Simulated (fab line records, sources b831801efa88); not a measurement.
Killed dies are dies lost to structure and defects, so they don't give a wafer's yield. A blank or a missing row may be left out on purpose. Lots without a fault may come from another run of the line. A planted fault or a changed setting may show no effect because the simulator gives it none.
A struck lot beside a sound one | flow sky130 | 35 steps out of a route of 708
Sound: wafers L734.1, L734.4, L734.5. Struck: wafer L753.5. (L753.6 of the same lot was not struck and is left out.) The cause comes at the end.
At each step with rows: each side's tool, then ch and its chambers, then its first start. Under that, the readings that differ: sound wafers | struck wafers | difference of the means | sigmas: that difference in standard deviations of wafers without a fault.
alike: readings whose means differ by less than 2 such deviations, and words and numbers that are the same on both sides. not compared: withheld readings, readings that some wafer has no value for, bounds like >300 that may hide the same value, and numbers for which the record gives no deviation and whose values overlap.
The two part at a step that has a row with sigmas, a row that says differs or no value, or rows on one side only. Numbers that don't overlap but have no deviation are shown without sigmas and don't part them. A reading that every wafer of one side lacks parts them only if that side has two wafers or more.

SKY_SD_P_CD_MEAS_07: target cd 380 nm.
  sound on cd_sem-01, day 26 09:40; struck on cd_sem-01, day 32 07:24
  alike: cd_nm
SKY_SD_P_OVL_MEAS_08:
  sound on overlay-01, day 26 09:47; struck on overlay-01, day 32 07:28
  alike: SD_P_OVL
then, 1 step without rows for these wafers: SKY_SD_P_IMPLANT_09.
SKY_SD_P_STRIP_10: strips in O2/N2.
  sound on plasma_asher-03 ch 0,1, day 26 09:59; struck on plasma_asher-04 ch 1, day 32 07:42
  reading                      | sound             | struck | difference | sigmas
  drypump_motor_current_A (A)  | 6.3 6.5 6.3       | 5.2    | -1.2       | -2
  strip_time_to_endpoint_s (s) | 17.55 17.54 17.51 | 17.45  | -0.08      | -2
  alike: oes_product_au
  not compared: rf_hours_counter_h
SKY_SD_P_TW_MEAS_11:
  sound on film_metro-01, day 26 10:05; struck on film_metro-01, day 32 07:46
  alike: SD_P_TW
then, 7 steps without rows for these wafers: SKY_RES_XHIGH_DEHYDRATE_00 (time 60 s); SKY_RES_XHIGH_HMDS_01 (prime time 60 s); SKY_RES_XHIGH_COAT_02 (resist thk 1140 nm); SKY_RES_XHIGH_SOFTBAKE_03 (time 60 s); SKY_RES_XHIGH_EXPOSE_04 (exposes mask URPM, target cd 1270 nm); SKY_RES_XHIGH_PEB_05; SKY_RES_XHIGH_DEVELOP_06 (develop time 60 s).
SKY_RES_XHIGH_IMPLANT_07:
  sound on implanter-01 ch 0, day 27 15:19; struck on implanter-04 ch 0, day 33 11:10
  alike: beam_energy_keV, tilt_deg
SKY_RES_XHIGH_STRIP_08: strips in O2/N2.
  sound on plasma_asher-02 ch 0, day 27 15:28; struck on plasma_asher-01 ch 0, day 33 11:16
  alike: drypump_motor_current_A, oes_product_au, strip_time_to_endpoint_s
  not compared: rf_hours_counter_h
SKY_RES_XHIGH_TW_MEAS_09:
  sound on film_metro-01, day 27 15:34; struck on film_metro-01, day 33 11:21
  reading      | sound          | struck | difference | sigmas
  RES_XHIGH_TW | 1612 1597 1603 | 1523   | -81        | -3
then, 7 steps without rows for these wafers: SKY_SD_N_DEHYDRATE_00 (time 60 s); SKY_SD_N_HMDS_01 (prime time 60 s); SKY_SD_N_COAT_02 (resist thk 1140 nm); SKY_SD_N_SOFTBAKE_03 (time 60 s); SKY_SD_N_EXPOSE_04 (exposes mask NSDM, target cd 380 nm); SKY_SD_N_PEB_05; SKY_SD_N_DEVELOP_06 (develop time 60 s).
SKY_SD_N_CD_MEAS_07: target cd 380 nm.
  sound on cd_sem-02, day 28 20:34; struck on cd_sem-01, day 34 12:55
  alike: cd_nm
SKY_SD_N_OVL_MEAS_08:
  sound on overlay-01, day 28 20:41; struck on overlay-02, day 34 12:59
  alike: SD_N_OVL
then, 2 steps without rows for these wafers: SKY_SD_N_IMPLANT_09; SKY_SD_N_IMPLANT_10.
SKY_SD_N_STRIP_11: strips in O2/N2.
  sound on plasma_asher-03 ch 1, day 28 21:02; struck on plasma_asher-04 ch 1, day 34 13:22
  reading                     | sound       | struck | difference | sigmas
  drypump_motor_current_A (A) | 6.5 6.5 6.5 | 5.1    | -1.4       | -3
  alike: oes_product_au, strip_time_to_endpoint_s
  not compared: rf_hours_counter_h
SKY_SD_N_TW_MEAS_12:
  sound on film_metro-01, day 28 21:08; struck on film_metro-04, day 34 13:26
  reading | sound          | struck | difference | sigmas
  SD_N_TW | 3919 3906 3909 | 4099   | +188       | +3
then, 1 step without rows for these wafers: SKY_SD_N_CLEAN_13 (cleans in SC1/SC2, time 150 s).
SKY_SD_N_RTA_14: time 2 s.
  sound on rtp_anneal-02 ch 0, day 28 21:14; struck on rtp_anneal-02 ch 0, day 34 13:33
  alike: lamp_power_pct, wafer_temp_C_max
SKY_SD_N_RS_MEAS_16: measures by four-point-probe.
  sound on film_metro-04, day 28 21:25; struck on film_metro-02, day 34 13:46
  alike: SD_N_RS
SKY_SD_N_RS_MEAS_17: measures by four-point-probe.
  sound on film_metro-04, day 28 21:32; struck on film_metro-02, day 34 13:53
  alike: SD_P_RS
SKY_SD_N_RS_MEAS_18: measures by four-point-probe.
  sound on film_metro-04, day 28 21:39; struck on film_metro-02, day 34 14:01
  reading               | sound             | struck | difference | sigmas
  RES_XHIGH_RS (ohm/sq) | 334.9 334.4 334.4 | 380.8  | +46.2      | +42
then, 1 step without rows for these wafers: SKY_SALICIDE_CLEAN_00 (cleans in HF-last, time 30 s).
-- the record jumps here: 16 days lie between the struck wafers' starts before and after (it left off in module SALICIDE and takes up again in module PAD_OPEN, whose first step shown is number 708 of the route) --
SKY_PAD_OPEN_PROBE_99:
  sound on prober-01, day 46 16:55; struck on prober-02, day 50 13:03
  reading            | sound       | struck | difference | sigmas
  killed_at_M0_to_M3 | 54 46 53    | 24     | -27        | -4
  killed_at_contacts | 36 28 30    | 19     | -12        | -2
  killed_dies        | 105 101 110 | 58     | -47        | -5
  killed_short       | 46 54 59    | 18     | -35        | -5
  alike: killed_at_M4_up, killed_at_front_end, killed_open

WHERE THEY PART
First at SKY_SD_P_STRIP_10; last, within this record, at SKY_PAD_OPEN_PROBE_99.

WHY: what the simulator had put in
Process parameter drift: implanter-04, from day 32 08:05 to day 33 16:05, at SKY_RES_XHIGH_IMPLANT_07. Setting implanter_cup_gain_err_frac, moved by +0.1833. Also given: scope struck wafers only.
